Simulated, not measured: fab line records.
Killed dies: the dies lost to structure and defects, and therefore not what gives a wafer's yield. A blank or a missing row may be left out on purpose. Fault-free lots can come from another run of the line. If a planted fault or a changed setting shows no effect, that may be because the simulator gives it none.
fab line records	flow gf180mcu	part 1 of 2: steps 1 to 26 of 36
record lots=5	wafers=15	last_day=34
route steps=602 shown V1@351 M2@362 V2@382
lots that met no fault: from a run of the same line without faults
start_h: hours from the record's opening day to when the first of the lot's shown wafers began	wait_h: hours elapsed since this lot's preceding step	" same as the row above	L1.1+2: a single row standing in for several wafers	- no value, or no start given	* or withheld: withheld	< > ~ a bound
route shown NAME@n: a module of which the file shows steps, and the number in the route of the first	usual: mean/standard deviation of fault-free wafers	same: alike in all rows	chamber/n: place in a boat	sites: readings site by site	_std_site: standard deviation of those values	_edge_site: the outer-site mean with the inner-site mean subtracted	radius_mm: how far each site lies from the wafer's centre	mask NAME#n: copy n	behind: tool/chamber where the wafer was last shaped	hold: the reason the lot was held/the length of the hold in hours/how it ended	device: which transistor (n, p or np) failed to switch	end of line: tests of these same wafers at the route's end	a step without rows: its recipe alone	killed: not the wafer's yield, but the dies lost to structure and defects at the first sort	map: the dies of a wafer, with x for killed, . for not killed, _ for no die there
set.NAME: the setting the step ran with; set.NAME@STEP: the setting that earlier step ran with	model.NAME: the simulator's own value behind a step, which no gauge read
lots at selected steps of the route; one table per step, one row per wafer
services: from which hour (start_h, from the record's first day; less than 0 if before it) a tool's chamber was out of use, for how many hours, and why
## steps
# step GF_V1_ETCH_16
# recipe chemistry=N2/H2	target_depth_a=withheld	overetch_a=withheld	time_s=withheld	target=BARC	ion_energy_ev=200	source_w=500	bias_w=100	pressure_mtorr=30	n2_flow_sccm=100	h2_flow_sccm=200
# usual drypump_motor_current_A=5.8/0.53	oes_product_au=0.855/0.0046	throttle_valve_pct=13.225/0.0099
lot.wafer	tool	chamber	start_h	wait_h	drypump_motor_current_A	oes_product_au	throttle_valve_pct
L078.1	rie_diel-03	0	444.90	0.0	6.4	0.857	13.235
L078.3	"	2	"	"	5.8	0.855	13.220
L078.6	"	0	"	"	6.4	0.859	13.233
L080.1	rie_diel-01	1	464.88	0.0	6.2	0.856	13.211
L080.3	"	0	"	"	6.2	0.860	13.216
L080.4	"	0	"	"	6.2	0.857	13.230
L086.1	rie_diel-03	2	520.00	0.0	5.8	0.860	13.237
L086.2	"	0	"	"	6.4	0.859	13.234
L086.5	"	0	"	"	6.4	0.860	13.209
L088.1	rie_diel-01	0	539.55	0.0	6.2	0.858	13.243
L088.2	"	3	"	"	5.9	0.850	13.239
L088.3	"	2	"	"	5.0	0.857	13.208
L094.1	rie_diel-01	2	586.62	0.0	5.0	0.863	13.228
L094.2	"	3	"	"	5.9	0.853	13.230
L094.4	"	1	"	"	6.2	0.863	13.222
# step GF_V1_ETCH_17
# recipe chemistry=C4F8/O2/Ar	mask_material=KrF	target=SiO2	stop_on=TiN	source_w=1500	bias_w=1200	pressure_mtorr=40	c4f8_flow_sccm=withheld	O2_flow_sccm=6	Ar_flow_sccm=300	time_s=withheld	target_depth_a=6300
# usual oes_product_au=0.856/0.0046
lot.wafer	tool	chamber	start_h	wait_h	oes_product_au
L078.1	rie_diel-03	0	-	-	0.862
L078.3	"	2	"	"	0.851
L078.6	"	0	"	"	0.859
L080.1	rie_diel-01	1	-	-	0.854
L080.3	"	0	"	"	0.849
L080.4	"	0	"	"	0.858
L086.1	rie_diel-03	2	-	-	0.862
L086.2	"	0	"	"	0.862
L086.5	"	0	"	"	0.858
L088.1	rie_diel-01	0	-	-	0.847
L088.2	"	3	"	"	0.859
L088.3	"	2	"	"	0.852
L094.1	rie_diel-01	2	-	-	0.853
L094.2	"	3	"	"	0.859
L094.4	"	1	"	"	0.855
# step GF_V1_STRIP_18
# recipe chemistry=O2/N2	power_w=1400	pressure_mtorr=1500	platen_temp_c=250	o2_flow_sccm=3000	n2_flow_sccm=300	overash_fraction=0.5
# usual drypump_motor_current_A=5.7/0.43	heater_power_w=366/48	oes_product_au=0.592/0.0051
lot.wafer	tool	chamber	start_h	wait_h	drypump_motor_current_A	heater_power_w	oes_product_au	rf_hours_counter_h
L078.1	plasma_asher-02	1	445.03	-	5.2	416	0.592	57
L078.3	"	0	"	"	5.1	314	0.587	-
L078.6	"	1	"	"	5.2	421	0.593	-
L080.1	plasma_asher-01	1	465.01	-	5.7	335	0.594	36
L080.3	"	0	"	"	6.2	419	0.589	-
L080.4	"	1	"	"	5.8	342	0.585	-
L086.1	plasma_asher-04	0	520.13	-	5.8	404	0.590	10
L086.2	"	1	"	"	6.2	310	0.588	10
L086.5	"	0	"	"	5.8	402	0.606	-
L088.1	plasma_asher-04	0	539.68	-	5.8	406	0.582	12
L088.2	"	1	"	"	6.1	314	0.584	12
L088.3	"	0	"	"	5.8	401	0.590	-
L094.1	plasma_asher-04	0	586.74	-	5.8	406	0.588	14
L094.2	"	1	"	"	6.2	305	0.595	14
L094.4	"	1	"	"	6.2	311	0.594	-
# step GF_V1_STRIP_19
# recipe chemistry=post_etch_residue_remover	time_s=1200	temp_c=72.5
lot.wafer	tool	chamber	start_h	wait_h
L078.1+3+6	wet_bench-04	1	445.13	0.1
L080.1+3+4	wet_bench-03	0	465.11	0.1
L086.1+2+5	wet_bench-01	0	520.23	0.1
L088.1+2+3	wet_bench-01	0	539.78	0.1
L094.1+2+4	wet_bench-04	0	586.84	0.1
# step GF_V1_CLEAN_20
# recipe chemistry=DIW	dry=n2_spin
lot.wafer	tool	chamber	start_h	wait_h
L078.1+3+6	wet_bench-03	3	445.50	0.0
L080.1+3+4	wet_bench-03	1	465.46	0.0
L086.1+2+5	wet_bench-04	2	520.57	0.0
L088.1+2+3	wet_bench-04	3	540.12	0.0
L094.1+2+4	wet_bench-03	0	587.19	0.0
# step GF_V1_SPUTTER_21
# recipe material=Ti	target_thk_nm=15	chamber_pressure_pa=5	power_w=2500	substrate_temp_c=200	time_s=80.02
# usual throttle_valve_pct=30.3/0.64
lot.wafer	tool	chamber	start_h	wait_h	throttle_valve_pct
L078.1	pvd_sputter-04	-	445.60	0.0	31.5
L078.3	"	-	"	"	30.6
L078.6	"	-	"	"	31.1
L080.1	pvd_sputter-01	-	465.55	0.0	30.5
L080.3	"	-	"	"	30.5
L080.4	"	-	"	"	29.6
L086.1	pvd_sputter-01	-	520.67	0.0	30.5
L086.2	"	-	"	"	29.8
L086.5	"	-	"	"	30.0
L088.1	pvd_sputter-04	-	540.22	0.0	30.7
L088.2	"	-	"	"	31.5
L088.3	"	-	"	"	31.1
L094.1	pvd_sputter-04	-	587.28	0.0	31.4
L094.2	"	-	"	"	30.7
L094.4	"	-	"	"	31.1
# step GF_V1_SPUTTER_22
# recipe material=TiN	target_thk_nm=10	chamber_pressure_pa=5	power_w=4000	time_s=40
# usual throttle_valve_pct=30.3/0.63
lot.wafer	tool	chamber	start_h	wait_h	throttle_valve_pct
L078.1	pvd_sputter-04	-	445.66	0.0	31.1
L078.3	"	-	"	"	30.7
L078.6	"	-	"	"	31.3
L080.1	pvd_sputter-01	-	465.61	0.0	30.5
L080.3	"	-	"	"	30.2
L080.4	"	-	"	"	29.8
L086.1	pvd_sputter-01	-	520.73	0.0	30.8
L086.2	"	-	"	"	29.6
L086.5	"	-	"	"	29.8
L088.1	pvd_sputter-04	-	540.28	0.0	30.6
L088.2	"	-	"	"	31.3
L088.3	"	-	"	"	30.8
L094.1	pvd_sputter-04	-	587.34	0.0	31.1
L094.2	"	-	"	"	30.8
L094.4	"	-	"	"	30.6
# step GF_V1_CVD_23
# recipe material=W	target_thk_nm=350	time_s=105.05	temp_c=400	pressure_torr=40
# usual heater_power_w=816/56
lot.wafer	tool	chamber	start_h	wait_h	heater_power_w
L078.1	cvd_w-02	0	445.70	0.0	735
L078.3	"	1	"	"	900
L078.6	"	0	"	"	738
L080.1	cvd_w-01	1	465.65	0.0	781
L080.3	"	1	"	"	766
L080.4	"	1	"	"	778
L086.1	cvd_w-01	0	520.77	0.0	840
L086.2	"	1	"	"	782
L086.5	"	0	"	"	834
L088.1	cvd_w-02	0	540.32	0.0	749
L088.2	"	1	"	"	907
L088.3	"	1	"	"	897
L094.1	cvd_w-02	1	587.38	0.0	929
L094.2	"	0	"	"	733
L094.4	"	1	"	"	903
# step GF_V1_RS_MEAS_24
# recipe thk_meas_gauge=four-point-probe	reads=W_of_V1_CVD_23+TiN_of_V1_SPUTTER_22+Ti_of_V1_SPUTTER_21
# usual V1_W_RS=0.326/0.0058
lot.wafer	tool	chamber	start_h	wait_h	V1_W_RS[ohm/sq]
L078.1	film_metro-01	-	445.81	0.1	0.332
L078.3	"	-	"	"	0.331
L078.6	"	-	"	"	0.333
L080.1	film_metro-01	-	465.87	0.2	0.322
L080.3	"	-	"	"	0.320
L080.4	"	-	"	"	0.319
L086.1	film_metro-04	-	520.88	0.1	0.330
L086.2	"	-	"	"	0.318
L086.5	"	-	"	"	0.325
L088.1	film_metro-04	-	540.43	0.1	0.330
L088.2	"	-	"	"	0.326
L088.3	"	-	"	"	0.330
L094.1	film_metro-01	-	587.49	0.1	0.330
L094.2	"	-	"	"	0.328
L094.4	"	-	"	"	0.330
# step GF_V1_THK_MEAS_25
# recipe thk_meas_gauge=xrf	reads=W_of_V1_CVD_23
# usual V1_W_THK=352/7.8
lot.wafer	tool	chamber	start_h	wait_h	V1_W_THK[nm]
L078.1	film_metro-01	-	445.93	0.1	349
L078.3	"	-	"	"	347
L078.6	"	-	"	"	347
L080.1	film_metro-01	-	465.99	0.1	360
L080.3	"	-	"	"	361
L080.4	"	-	"	"	361
L086.1	film_metro-04	-	521.00	0.1	344
L086.2	"	-	"	"	358
L086.5	"	-	"	"	349
L088.1	film_metro-04	-	540.55	0.1	342
L088.2	"	-	"	"	343
L088.3	"	-	"	"	341
L094.1	film_metro-01	-	587.61	0.1	350
L094.2	"	-	"	"	354
L094.4	"	-	"	"	351
# step GF_V1_CMP_26
# recipe stop_on=SiO2	down_force_psi=3.5	platen_rpm=60	t_overpolish_s=15	target_thk_nm=0	pad_velocity_m_s=0.94248
# usual motor_current_A=11.1/0.75	overpolish_run_s=15.000/0.0099	time_to_endpoint_s=83/6.2
lot.wafer	tool	chamber	start_h	wait_h	motor_current_A	overpolish_run_s	time_to_endpoint_s
L078.1	cmp-02	3	446.23	0.3	11.0	14.993	91
L078.3	"	0	"	"	11.2	15.000	81
L078.6	"	0	"	"	11.4	15.010	82
L080.4	cmp-01	0	466.15	0.1	11.9	15.015	89
L080.3	"	2	"	"	10.8	14.991	93
L080.1	"	3	"	"	9.1	15.015	80
L086.2	cmp-02	2	521.06	0.0	10.9	15.000	85
L086.1	"	1	"	"	11.3	15.005	83
L086.5	"	3	"	"	11.4	14.987	96
L088.2	cmp-01	1	540.61	0.0	11.6	15.024	71
L088.3	"	3	"	"	9.0	14.992	72
L088.1	"	0	"	"	11.6	14.995	82
L094.4	cmp-02	0	587.67	0.0	10.9	14.990	83
L094.2	"	1	"	"	10.9	15.008	79
L094.1	"	3	"	"	11.6	15.003	89
# step GF_M2_SPUTTER_00
# recipe material=Ti	target_thk_nm=37.5	arriving_ion_energy_ev=80	substrate_temp_c=200	chamber_pressure_pa=2	power_w=4000	time_s=150
# usual throttle_valve_pct=30.4/0.63
lot.wafer	tool	chamber	start_h	wait_h	throttle_valve_pct
L078.1	pvd_sputter-03	-	446.53	0.2	31.1
L078.3	"	-	"	"	30.3
L078.6	"	-	"	"	29.7
L080.1	pvd_sputter-02	-	466.45	0.1	29.6
L080.3	"	-	"	"	29.8
L080.4	"	-	"	"	30.4
L086.1	pvd_sputter-02	-	521.36	0.1	29.8
L086.2	"	-	"	"	29.9
L086.5	"	-	"	"	29.9
L088.1	pvd_sputter-01	-	540.91	0.1	30.6
L088.2	"	-	"	"	29.6
L088.3	"	-	"	"	30.4
L094.1	pvd_sputter-01	-	587.97	0.1	29.9
L094.2	"	-	"	"	30.2
L094.4	"	-	"	"	31.9
# step GF_M2_SPUTTER_01
# recipe material=TiN	target_thk_nm=30	power_w=6500	time_s=25	chamber_pressure_pa=0.4
# usual throttle_valve_pct=30.5/0.64
lot.wafer	tool	chamber	start_h	wait_h	throttle_valve_pct
L078.1	pvd_sputter-03	-	446.63	0.1	31.2
L078.3	"	-	"	"	30.2
L078.6	"	-	"	"	29.6
L080.1	pvd_sputter-02	-	466.55	0.1	29.6
L080.3	"	-	"	"	29.7
L080.4	"	-	"	"	30.9
L086.1	pvd_sputter-02	-	521.46	0.1	29.7
L086.2	"	-	"	"	29.7
L086.5	"	-	"	"	29.6
L088.1	pvd_sputter-01	-	541.01	0.1	31.0
L088.2	"	-	"	"	29.8
L088.3	"	-	"	"	30.6
L094.1	pvd_sputter-01	-	588.07	0.1	29.9
L094.2	"	-	"	"	30.5
L094.4	"	-	"	"	31.9
# step GF_M2_SPUTTER_02
# recipe material=AlCu	target_thk_nm=450	power_w=10600	time_s=23.9	chamber_pressure_pa=0.4
# usual throttle_valve_pct=30.4/0.62
lot.wafer	tool	chamber	start_h	wait_h	throttle_valve_pct
L078.1	pvd_sputter-03	-	446.66	0.0	30.9
L078.3	"	-	"	"	30.3
L078.6	"	-	"	"	29.6
L080.1	pvd_sputter-02	-	466.58	0.0	29.9
L080.3	"	-	"	"	29.5
L080.4	"	-	"	"	30.5
L086.1	pvd_sputter-02	-	521.49	0.0	29.8
L086.2	"	-	"	"	29.5
L086.5	"	-	"	"	29.7
L088.1	pvd_sputter-01	-	541.04	0.0	30.6
L088.2	"	-	"	"	29.9
L088.3	"	-	"	"	30.5
L094.1	pvd_sputter-01	-	588.10	0.0	29.9
L094.2	"	-	"	"	30.4
L094.4	"	-	"	"	32.1
# step GF_M2_SPUTTER_03
# recipe material=Ti	target_thk_nm=10	substrate_temp_c=300	chamber_pressure_pa=0.3	power_w=3000	time_s=6.7
# usual throttle_valve_pct=30.4/0.64
lot.wafer	tool	chamber	start_h	wait_h	throttle_valve_pct
L078.1	pvd_sputter-03	-	446.69	0.0	31.0
L078.3	"	-	"	"	30.3
L078.6	"	-	"	"	29.8
L080.1	pvd_sputter-02	-	466.61	0.0	29.7
L080.3	"	-	"	"	29.6
L080.4	"	-	"	"	30.6
L086.1	pvd_sputter-02	-	521.52	0.0	29.7
L086.2	"	-	"	"	29.9
L086.5	"	-	"	"	30.1
L088.1	pvd_sputter-01	-	541.07	0.0	30.8
L088.2	"	-	"	"	29.7
L088.3	"	-	"	"	30.5
L094.1	pvd_sputter-01	-	588.13	0.0	29.5
L094.2	"	-	"	"	30.3
L094.4	"	-	"	"	31.8
# step GF_M2_SPUTTER_04
# recipe material=TiN	target_thk_nm=50	power_w=6500	time_s=41.7	chamber_pressure_pa=0.4
# usual throttle_valve_pct=30.4/0.64
lot.wafer	tool	chamber	start_h	wait_h	throttle_valve_pct
L078.1	pvd_sputter-03	-	446.71	0.0	31.0
L078.3	"	-	"	"	30.3
L078.6	"	-	"	"	29.9
L080.1	pvd_sputter-02	-	466.63	0.0	29.6
L080.3	"	-	"	"	29.8
L080.4	"	-	"	"	30.6
L086.1	pvd_sputter-02	-	521.54	0.0	29.7
L086.2	"	-	"	"	29.5
L086.5	"	-	"	"	29.9
L088.1	pvd_sputter-01	-	541.09	0.0	30.6
L088.2	"	-	"	"	29.7
L088.3	"	-	"	"	30.3
L094.1	pvd_sputter-01	-	588.15	0.0	29.9
L094.2	"	-	"	"	30.6
L094.4	"	-	"	"	31.7
# step GF_M2_RS_MEAS_05
# recipe thk_meas_gauge=four-point-probe	reads=TiN_of_M2_SPUTTER_04+Ti_of_M2_SPUTTER_03+AlCu_of_M2_SPUTTER_02+TiN_of_M2_SPUTTER_01+Ti_of_M2_SPUTTER_00
# usual M2_ALCU_RS=0.0697/0.00081
lot.wafer	tool	chamber	start_h	wait_h	M2_ALCU_RS[ohm/sq]
L078.1	film_metro-02	-	446.75	0.0	0.0696
L078.3	"	-	"	"	0.0700
L078.6	"	-	"	"	0.0701
L080.1	film_metro-02	-	466.67	0.0	0.0694
L080.3	"	-	"	"	0.0707
L080.4	"	-	"	"	0.0692
L086.1	film_metro-03	-	521.58	0.0	0.0703
L086.2	"	-	"	"	0.0723
L086.5	"	-	"	"	0.0709
L088.1	film_metro-02	-	541.13	0.0	0.0691
L088.2	"	-	"	"	0.0699
L088.3	"	-	"	"	0.0701
L094.1	film_metro-03	-	588.19	0.0	0.0685
L094.2	"	-	"	"	0.0698
L094.4	"	-	"	"	0.0681
# step GF_M2_THK_MEAS_06
# recipe thk_meas_gauge=xrf	reads=AlCu_of_M2_SPUTTER_02
# usual M2_ALCU_THK=449/6.2
lot.wafer	tool	chamber	start_h	wait_h	M2_ALCU_THK[nm]
L078.1	film_metro-02	-	446.87	0.1	453
L078.3	"	-	"	"	448
L078.6	"	-	"	"	450
L080.1	film_metro-02	-	466.79	0.1	455
L080.3	"	-	"	"	446
L080.4	"	-	"	"	453
L086.1	film_metro-03	-	521.70	0.1	444
L086.2	"	-	"	"	429
L086.5	"	-	"	"	440
L088.1	film_metro-02	-	541.25	0.1	455
L088.2	"	-	"	"	453
L088.3	"	-	"	"	447
L094.1	film_metro-03	-	588.31	0.1	457
L094.2	"	-	"	"	447
L094.4	"	-	"	"	459
# step GF_M2_DEHYDRATE_07
# recipe temp_c=200	time_s=60
# usual chill_plate_temp_C=23.00/0.1
lot.wafer	tool	chamber	start_h	wait_h	chill_plate_temp_C
L078.1	litho_track-04	0	458.46	11.6	22.85
L078.3	"	0	"	"	22.88
L078.6	"	0	"	"	22.98
L080.1	litho_track-02	0	478.64	11.8	22.89
L080.3	"	0	"	"	23.12
L080.4	"	0	"	"	23.06
L086.1	litho_track-03	0	532.22	10.5	22.88
L086.2	"	0	"	"	23.08
L086.5	"	0	"	"	22.93
L088.1	litho_track-02	0	551.54	10.3	23.14
L088.2	"	0	"	"	22.91
L088.3	"	0	"	"	22.98
L094.1	litho_track-03	0	598.22	9.9	23.19
L094.2	"	0	"	"	23.11
L094.4	"	0	"	"	23.11
# step GF_M2_HMDS_08
# recipe prime_time_s=60	prime_temp_c=120
# usual chill_plate_temp_C=23.01/0.1
# same prime_time_s=60
lot.wafer	tool	chamber	start_h	wait_h	chill_plate_temp_C
L078.1	litho_track-04	0	458.61	0.1	23.04
L078.3	"	0	"	"	23.10
L078.6	"	0	"	"	22.94
L080.1	litho_track-02	0	478.79	0.1	23.02
L080.3	"	0	"	"	23.10
L080.4	"	0	"	"	23.09
L086.1	litho_track-03	0	532.37	0.1	23.01
L086.2	"	0	"	"	22.90
L086.5	"	0	"	"	22.93
L088.1	litho_track-02	0	551.69	0.1	23.06
L088.2	"	0	"	"	22.97
L088.3	"	0	"	"	22.93
L094.1	litho_track-03	0	598.37	0.1	23.14
L094.2	"	0	"	"	23.12
L094.4	"	0	"	"	23.05
# step GF_M2_COAT_09
# recipe resist=KrF	spin_rpm=withheld	resist_thk_nm=1000
# usual chill_plate_temp_C=23.00/0.092	dispense_pressure_kPa=47/4.1
lot.wafer	tool	chamber	start_h	wait_h	chill_plate_temp_C	dispense_pressure_kPa
L078.1	litho_track-04	0	458.76	0.1	22.81	46
L078.3	"	0	"	"	22.88	46
L078.6	"	0	"	"	22.85	46
L080.1	litho_track-02	0	478.94	0.1	22.99	44
L080.3	"	0	"	"	23.00	44
L080.4	"	0	"	"	23.03	44
L086.1	litho_track-03	0	532.52	0.1	23.06	54
L086.2	"	0	"	"	23.05	54
L086.5	"	0	"	"	23.00	54
L088.1	litho_track-02	0	551.84	0.1	23.16	44
L088.2	"	0	"	"	22.84	44
L088.3	"	0	"	"	23.06	44
L094.1	litho_track-03	0	598.52	0.1	22.98	54
L094.2	"	0	"	"	23.06	54
L094.4	"	0	"	"	23.02	54
# step GF_M2_SOFTBAKE_10
# recipe temp_c=130	time_s=60	resist=KrF
# usual chill_plate_temp_C=22.97/0.12
lot.wafer	tool	chamber	start_h	wait_h	chill_plate_temp_C
L078.1	litho_track-04	0	458.91	0.1	22.90
L078.3	"	0	"	"	22.90
L078.6	"	0	"	"	22.90
L080.1	litho_track-02	0	479.09	0.1	22.95
L080.3	"	0	"	"	23.07
L080.4	"	0	"	"	23.00
L086.1	litho_track-03	0	532.67	0.1	23.23
L086.2	"	0	"	"	23.18
L086.5	"	0	"	"	23.09
L088.1	litho_track-02	0	551.99	0.1	22.78
L088.2	"	0	"	"	23.16
L088.3	"	0	"	"	22.99
L094.1	litho_track-03	0	598.67	0.1	22.99
L094.2	"	0	"	"	22.88
L094.4	"	0	"	"	22.99
# step GF_M2_EXPOSE_11
# recipe mask_id=Metal2	target_cd_nm=280	na=0.68	source_shape=conventional	sigma_outer=0.6	dose_mj=28
lot.wafer	tool	chamber	start_h	wait_h	mask
L078.1+3+6	krf_scanner-02	0	-	-	Metal2#0
L080.1+3+4	krf_scanner-02	0	-	-	Metal2#0
L086.1+2+5	krf_scanner-01	0	-	-	Metal2#0
L088.1+2+3	krf_scanner-02	0	-	-	Metal2#0
L094.1+2+4	krf_scanner-01	0	-	-	Metal2#0
# step GF_M2_PEB_12
# recipe peb_temp_c=135	peb_time_s=90	resist=KrF
# usual chill_plate_temp_C=22.99/0.1
# same peb_time_s=90
lot.wafer	tool	chamber	start_h	wait_h	chill_plate_temp_C
L078.1	litho_track-04	0	-	-	22.98
L078.3	"	0	"	"	22.87
L078.6	"	0	"	"	22.84
L080.1	litho_track-04	0	-	-	23.03
L080.3	"	0	"	"	22.98
L080.4	"	0	"	"	23.13
L086.1	litho_track-03	0	-	-	22.93
L086.2	"	0	"	"	22.83
L086.5	"	0	"	"	23.04
L088.1	litho_track-02	0	-	-	22.83
L088.2	"	0	"	"	22.65
L088.3	"	0	"	"	22.80
L094.1	litho_track-03	0	-	-	23.05
L094.2	"	0	"	"	22.95
L094.4	"	0	"	"	23.02
# step GF_M2_DEVELOP_13
# recipe develop_time_s=60	dev_temp_c=21
# usual chill_plate_temp_C=23.00/0.1
lot.wafer	tool	chamber	start_h	wait_h	chill_plate_temp_C
L078.1	litho_track-04	0	470.81	0.2	23.02
L078.3	"	0	"	"	23.04
L078.6	"	0	"	"	23.03
L080.1	litho_track-04	0	491.31	0.2	22.94
L080.3	"	0	"	"	22.93
L080.4	"	0	"	"	23.16
L086.1	litho_track-03	0	544.07	0.2	22.99
L086.2	"	0	"	"	22.98
L086.5	"	0	"	"	23.11
L088.1	litho_track-02	0	563.04	0.2	23.16
L088.2	"	0	"	"	23.14
L088.3	"	0	"	"	22.94
L094.1	litho_track-03	0	608.92	0.2	22.96
L094.2	"	0	"	"	22.85
L094.4	"	0	"	"	22.84
# step GF_M2_CD_MEAS_14
# recipe target_cd_nm=280
# usual cd_nm=279.7/1
lot.wafer	tool	chamber	start_h	wait_h	cd_nm
L078.1	cd_sem-01	-	470.96	0.1	280.4
L078.3	"	-	"	"	280.1
L078.6	"	-	"	"	280.8
L080.1	cd_sem-01	-	491.46	0.1	281.0
L080.3	"	-	"	"	281.3
L080.4	"	-	"	"	280.5
L086.1	cd_sem-02	-	544.22	0.1	281.1
L086.2	"	-	"	"	280.6
L086.5	"	-	"	"	280.7
L088.1	cd_sem-01	-	563.19	0.1	278.0
L088.2	"	-	"	"	280.4
L088.3	"	-	"	"	279.4
L094.1	cd_sem-02	-	609.07	0.1	281.2
L094.2	"	-	"	"	279.3
L094.4	"	-	"	"	281.1
